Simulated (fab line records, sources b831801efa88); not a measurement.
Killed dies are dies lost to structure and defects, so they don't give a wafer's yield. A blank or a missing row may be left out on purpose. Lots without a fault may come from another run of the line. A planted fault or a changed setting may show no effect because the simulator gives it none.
Problem report in the 8D (eight disciplines) form, filled by code | flow gf180mcu | the parts of the form that need people (team, actions taken, sign-off) are left out

1. THE PROBLEM
oes_product_au at GF_POLY_GATE_ETCH_13 reads a mean of 0.825 a.u. on 6 wafers of 2 lots; wafers without a fault read 0.994 a.u. with a standard deviation of 0.0084. That is -20 standard deviations from the usual mean.
The step: etches poly-Si in HBr/Cl2, stops on SiO2, target depth 198.5 nm, time 69.6 s.
First seen on wafer L843.1, day 13 14:44, on rie_si-02. The record holds 39 wafers of 13 lots with a number at this step. Rule for "out", or "out of limits": more than 4 standard deviations from the usual mean. The other wafers with a number count as sound.

2. WHAT IT IS AND WHAT IT IS NOT
question                    | is                     | is not
which readings at this step | oes_product_au         | drypump_motor_current_A, rf_fwd_power_W
which lots                  | L843, L845             | L828, L829, L830, L831, L832, L834, L835, L836, L839, L848, L850
which wafers of those lots  | all that have a number | -
read on which tools         | rie_si-02              | rie_si-01
when                        | from day 13 14:44      | up to then (27 sound wafers); but 6 sound wafers of L848, L850 came after

3. SUSPECTS, AND WHAT RULES EACH OUT
Counting: a tool at a process step up to the reading stays a suspect if it ran every lot that is out and no sound lot after the first of them.
- rie_si-02 at GF_POLY_GATE_ETCH_13 (etches poly-Si in HBr/Cl2, stops on SiO2, target depth 198.5 nm, time 69.6 s): kept. It ran every lot that is out, first L843 (day 13 14:44), and no sound lot after that; its last sound lot up to then is L832 (day 10 15:47). Its own readings are out on those wafers: oes_product_au.
Left after counting: rie_si-02 at GF_POLY_GATE_ETCH_13.

4. THE CAUSE (what the simulator had put in)
Process parameter drift: rie_si-02, from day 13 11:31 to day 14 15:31, at GF_POLY_GATE_ETCH_13. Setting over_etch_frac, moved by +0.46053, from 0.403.
Counting left only this tool.

5. THE CHAIN OF EFFECTS, in route order
Each row: a reading whose mean over the struck wafers that have a number lies more than 3 standard deviations from the usual. Only readings for which the record gives a usual standard deviation are gone through. hours: the time from each lot's start at the first step in this table that gives one to its start at this step, as a median over the lots. sigmas: the change in usual standard deviations.
hours | step                 | reading        | usual      | on struck wafers | change | sigmas
0     | GF_POLY_GATE_ETCH_13 | oes_product_au | 0.994 a.u. | 0.825            | -0.169 | -20
The process steps in it:
- GF_POLY_GATE_ETCH_13: etches poly-Si in HBr/Cl2, stops on SiO2, target depth 198.5 nm, time 69.6 s.
Later measuring or inspecting steps at which every struck wafer that the step has a row for has a number for every such reading, and none has moved that far: GF_POLY_GATE_CD_MEAS_18.

6. WHAT WOULD HAVE CAUGHT IT SOONER
In this record the first reading out of limits was taken at day 13 14:44, 3 hours after the fault began at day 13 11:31.
